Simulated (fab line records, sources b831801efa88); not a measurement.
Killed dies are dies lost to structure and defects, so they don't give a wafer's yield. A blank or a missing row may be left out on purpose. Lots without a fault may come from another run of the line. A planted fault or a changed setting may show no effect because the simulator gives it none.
Which tool did it? | flow gf180mcu | 12 lots, 36 wafers sampled, at 1 step of a route of 602

WHAT THE GAUGES READ, wafer by wafer
GF_V3_THK_MEAS_01. Usual: V3_CVD_00_THK 601 nm, standard deviation 7.2.
lot  | measured     | on            | V3_CVD_00_THK (nm) | flag
L452 | day 21 04:52 | film_metro-01 | 595 600 600        |
L453 | day 21 15:09 | film_metro-01 | 600 608 601        |
L454 | day 22 01:30 | film_metro-04 | 605 587 599        |
L457 | day 23 06:31 | film_metro-02 | 604 586 595        |
L458 | day 23 12:05 | film_metro-04 | 609 596 600        |
L459 | day 23 21:55 | film_metro-01 | 613 590 600        |
L460 | day 24 13:48 | film_metro-02 | 585 588 603        |
L461 | day 24 17:14 | film_metro-01 | 591 591 602        |
L462 | day 25 02:10 | film_metro-01 | 602 596 592        |
L463 | day 25 13:17 | film_metro-02 | 589 590 592        |
L472 | day 28 02:26 | film_metro-02 | 606 614 609        |
L473 | day 28 03:28 | film_metro-02 | 605 610 610        |

WHICH TOOL RAN EACH LOT (tool, then ch and the chambers of the sampled wafers, then the start)
The record holds no process step before these readings.

WHAT THE TOOLS THEMSELVES READ (means of the sampled wafers that have a number; where no wafer has one, the mark that the record gives instead)
The record holds no such reading with a usual standard deviation.

THE ANSWER, worked out from the rows above alone
Rule: a lot is off if the mean of its wafers that have a number lies more than 3 standard deviations from the usual mean. A lot without any number at a reading at which 4 lots or more have one is off too. The other lots that the step has rows for count as sound. The gauges are gone through in route order, then the tools' own readings, and for those a lot's mean is taken as printed above. The first step at which some lot is off is used, and at that step the reading that is off furthest; a lot without a number counts as furthest.
No lot is off at any reading shown: from this, nothing can be told.

WHAT THE SIMULATOR HAD PUT IN
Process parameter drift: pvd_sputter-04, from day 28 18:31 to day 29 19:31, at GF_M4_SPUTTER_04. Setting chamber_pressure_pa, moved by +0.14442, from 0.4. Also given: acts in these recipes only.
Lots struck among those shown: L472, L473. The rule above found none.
